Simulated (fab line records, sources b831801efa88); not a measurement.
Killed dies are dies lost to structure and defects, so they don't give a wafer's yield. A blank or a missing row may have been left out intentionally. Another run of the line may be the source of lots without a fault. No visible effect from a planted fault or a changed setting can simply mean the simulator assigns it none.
Matching of chambers | flow sky130 | SKY_CAP2M_CVD_00 on pecvd-04 has 3 sister chambers
The step deposits SiO2, target thk 15.5 nm. 16 wafers are shown with their chamber, then 8 later ones without.

## WAFERS, EACH WITH ITS CHAMBER
wafer  | chamber | heater power w (W)
L075.1 | 0       | 592
L075.2 | 1       | 664
L075.5 | 0       | 607
L077.1 | 1       | 634
L077.4 | 0       | 610
L077.5 | 1       | 637
L080.1 | 1       | 617
L080.5 | 1       | 643
L080.6 | 2       | 765
L086.3 | 0       | 671
L086.4 | 1       | 711
L086.6 | 0       | 691
L092.3 | 2       | 713
L092.4 | 2       | 698
L092.5 | 0       | 657
L093.2 | 2       | 812

SIGNATURES (means of the wafers above)
reading        | chamber 0 | chamber 1 | chamber 2 | scatter within a chamber
heater power w | 638.00    | 651.00    | 747.00    | 40.9
Rule: a wafer's distance from a chamber is the root of the sum, over the readings, of the square of ((its reading less the chamber's mean) divided by the reading's scatter). The wafer belongs to the nearest chamber; if the next one is less than 2 further off, it can't be placed. The scatter is the square root of a quotient: the sum, over the shown wafers, of each reading's squared deviation from its chamber's mean, divided by wafers minus chambers.

## WAFERS WITHOUT THEIR CHAMBER
wafer  | heater power w (W)
L093.4 | 627
L093.6 | 780
L094.2 | 667
L094.5 | 786
L094.6 | 640
L096.3 | 766
L096.4 | 774
L096.6 | 771

## WHICH CHAMBER EACH ONE RAN IN
wafer  | from the rows above          | in truth
L093.4 | can't be placed: 0 or 1      | 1
L093.6 | 2                            | 2
L094.2 | can't be placed: 1 or 0 or 2 | 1
L094.5 | 2                            | 2
L094.6 | can't be placed: 0 or 1      | 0
L096.3 | 2                            | 2
L096.4 | 2                            | 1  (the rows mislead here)
L096.6 | 2                            | 2
Placed correctly: 4 of 8. Not placeable from these rows: 3 (in 3, the candidates include the true chamber). Wrongly placed: 1.
